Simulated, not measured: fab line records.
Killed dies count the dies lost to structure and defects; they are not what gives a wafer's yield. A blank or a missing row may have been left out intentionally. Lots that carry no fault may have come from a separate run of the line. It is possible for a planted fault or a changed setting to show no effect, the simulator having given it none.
Which of the tools did it? | flow gf180mcu | 11 lots, 33 wafers sampled, at 5 steps of a route of 602

== WHAT THE GAUGES SHOWED, per wafer ==
GF_V2_RS_MEAS_24: the measuring method here is four-point-probe.
lot  | measured     | on            | V2_W_RS (ohm/sq)
L887 | day 20 06:28 | film_metro-04 | 0.322 0.320 0.327
L888 | day 20 13:57 | film_metro-02 | 0.335 0.323 0.330
L890 | day 21 14:30 | film_metro-04 | 0.327 0.325 0.328
L892 | day 22 00:56 | film_metro-02 | 0.321 0.329 0.320
L894 | day 23 02:03 | film_metro-02 | 0.332 0.322 0.331
L897 | day 24 00:33 | film_metro-03 | 0.311 0.311 0.307 0.312 0.311 0.307
L898 | day 24 06:47 | film_metro-04 | 0.310 0.314 0.312
L899 | day 24 14:31 | film_metro-04 | 0.302 0.310 0.306 0.302 0.310 0.306
L905 | day 26 11:29 | film_metro-02 | 0.330 0.326 0.331
L909 | day 27 19:29 | film_metro-02 | 0.330 0.322 0.324
L910 | day 28 04:06 | film_metro-02 | 0.327 0.329 0.320

GF_V2_THK_MEAS_25: measures by xrf.
lot  | measured     | on            | V2_W_THK (nm)
L887 | day 20 06:35 | film_metro-04 | 362 363 354
L888 | day 20 14:04 | film_metro-02 | 351 364 355
L890 | day 21 14:37 | film_metro-04 | 353 358 355
L892 | day 22 01:02 | film_metro-02 | 361 356 367
L894 | day 23 02:10 | film_metro-02 | 353 364 356
L897 | day 24 02:03 | film_metro-03 | 382 381 389 384 384 387
L898 | day 24 06:55 | film_metro-04 | 377 373 372
L899 | day 24 17:04 | film_metro-04 | 385 376 382 386 375 381
L905 | day 26 11:36 | film_metro-02 | 354 356 354
L909 | day 27 19:36 | film_metro-02 | 351 361 358
L910 | day 28 04:13 | film_metro-02 | 356 356 364

== WHAT TOOL EACH LOT RAN ON (gives the tool, then ch and the chambers of the sampled wafers, and finally the start) ==
lot  | GF_V2_ETCH_17                                 | GF_V2_STRIP_18                       | GF_V2_CVD_23
L887 | rie_diel-04 ch 0,1,2, day 20 05:43 or earlier | plasma_asher-02 ch 0,1, day 20 05:43 | cvd_w-01 ch 0,1, day 20 06:22
L888 | rie_diel-01 ch 1,3, day 20 13:05 or earlier   | plasma_asher-01 ch 0, day 20 13:05   | cvd_w-02 ch 0,1, day 20 13:50
L890 | rie_diel-02 ch 1,3, day 21 13:43 or earlier   | plasma_asher-03 ch 0,1, day 21 13:43 | cvd_w-02 ch 0,1, day 21 14:23
L892 | rie_diel-01 ch 1,2,3, day 22 00:07 or earlier | plasma_asher-02 ch 0,1, day 22 00:07 | cvd_w-02 ch 0,1, day 22 00:48
L894 | rie_diel-02 ch 0,1,2, day 23 01:15 or earlier | plasma_asher-02 ch 0,1, day 23 01:15 | cvd_w-02 ch 0,1, day 23 01:55
L897 | rie_diel-04 ch 0,1,3, day 23 23:41 or earlier | plasma_asher-03 ch 0,1, day 23 23:41 | cvd_w-02 ch 1, day 24 00:22
L898 | rie_diel-02 ch 2,3, day 24 05:55 or earlier   | plasma_asher-03 ch 0,1, day 24 05:55 | cvd_w-02 ch 1, day 24 06:34
L899 | rie_diel-01 ch 1,2,3, day 24 13:43 or earlier | plasma_asher-01 ch 0,1, day 24 13:43 | cvd_w-02 ch 0,1, day 24 14:23
L905 | rie_diel-04 ch 1,2,3, day 26 10:44 or earlier | plasma_asher-01 ch 0,1, day 26 10:44 | cvd_w-01 ch 0,1, day 26 11:22
L909 | rie_diel-01 ch 0,1,2, day 27 18:44 or earlier | plasma_asher-03 ch 0,1, day 27 18:44 | cvd_w-02 ch 0,1, day 27 19:22
L910 | rie_diel-02 ch 2,3, day 28 03:16 or earlier   | plasma_asher-03 ch 0,1, day 28 03:16 | cvd_w-02 ch 0,1, day 28 03:58
- GF_V2_ETCH_17: etches SiO2 in C4F8/O2/Ar, stops on TiN, target depth 630 nm.
- GF_V2_STRIP_18: strips in O2/N2.
- GF_V2_CVD_23: deposits W, target thk 350 nm, time 104.94 s.

== WHAT THE TOOLS THEMSELVES READ (means of the sampled wafers that have a number; where no wafer has one, the mark that the record gives instead) ==
GF_V2_ETCH_17.
lot  | tool        | oes_product_au (a.u.)
L887 | rie_diel-04 | 0.857
L888 | rie_diel-01 | 0.857
L890 | rie_diel-02 | 0.854
L892 | rie_diel-01 | 0.856
L894 | rie_diel-02 | 0.855
L897 | rie_diel-04 | 0.854
L898 | rie_diel-02 | 0.857
L899 | rie_diel-01 | 0.860
L905 | rie_diel-04 | 0.854
L909 | rie_diel-01 | 0.861
L910 | rie_diel-02 | 0.857

GF_V2_STRIP_18.
lot  | tool            | drypump_motor_current_A (A) | heater_power_w (W) | o2_flow_sccm (sccm) | oes_product_au (a.u.)
L887 | plasma_asher-02 | 5.5                         | 277                | 2986                | 0.588
L888 | plasma_asher-01 | 6.6                         | 308                | 3009                | 0.592
L890 | plasma_asher-03 | 5.6                         | 296                | 2998                | 0.585
L892 | plasma_asher-02 | 5.6                         | 279                | 2998                | 0.598
L894 | plasma_asher-02 | 5.5                         | 282                | 2995                | 0.594
L897 | plasma_asher-03 | 5.5                         | 296                | 3000                | 0.589
L898 | plasma_asher-03 | 5.5                         | 296                | 2998                | 0.592
L899 | plasma_asher-01 | 5.7                         | 328                | 3001                | 0.589
L905 | plasma_asher-01 | 6.1                         | 315                | 3007                | 0.596
L909 | plasma_asher-03 | 5.5                         | 295                | 2994                | 0.594
L910 | plasma_asher-03 | 5.5                         | 299                | 2999                | 0.590

GF_V2_CVD_23.
lot  | tool     | heater_power_w (W) | susceptor_temp_C (C)
L887 | cvd_w-01 | 748                | 399.89
L888 | cvd_w-02 | 830                | 399.76
L890 | cvd_w-02 | 832                | 399.70
L892 | cvd_w-02 | 866                | 399.84
L894 | cvd_w-02 | 835                | 400.18
L897 | cvd_w-02 | 836                | 403.31
L898 | cvd_w-02 | 831                | 402.98
L899 | cvd_w-02 | 880                | 403.27
L905 | cvd_w-01 | 788                | 400.05
L909 | cvd_w-02 | 836                | 399.87
L910 | cvd_w-02 | 830                | 400.01

== THE ANSWER, worked out from the rows above alone ==
Rule: usual is defined by the lots themselves. The widest of any qualifying gaps counts: lots, ordered by their means at a reading, are off when they make up no more than a third of the lots, leave a main group of 4 or more, and stand apart from it by 3 or more times the standard deviation of that group's means. If all means in a main group match to the digits the tables above print for the reading, that group is not used. A lot without any number at a reading at which 4 lots or more have one is off too. The other lots that the step has rows for count as sound. The gauges are gone through in route order, then the tools' own readings, and for those a lot's mean is taken as printed above. The first step at which some lot is off is used, and at that step the reading that is off furthest; a lot without a number counts as furthest.
Off: L897, L898, L899, seen at GF_V2_RS_MEAS_24 (V2_W_RS). For the main group the mean is 0.326 ohm/sq and the standard deviation 0.0023.
A tool fits if, at a process step before that reading, it ran every lot that is off, and no sound lot after the first of them. The gauges at GF_V2_RS_MEAS_24 aren't tried: what is off there is off at GF_V2_CVD_23 too, on other tools, and a gauge's error can't cause that. GF_V2_ETCH_17: start missing for some lots; hours and lot order therefore follow GF_V2_STRIP_18. Not one of the candidates tried fits.

== WHAT THE SIMULATOR HAD PUT IN ==
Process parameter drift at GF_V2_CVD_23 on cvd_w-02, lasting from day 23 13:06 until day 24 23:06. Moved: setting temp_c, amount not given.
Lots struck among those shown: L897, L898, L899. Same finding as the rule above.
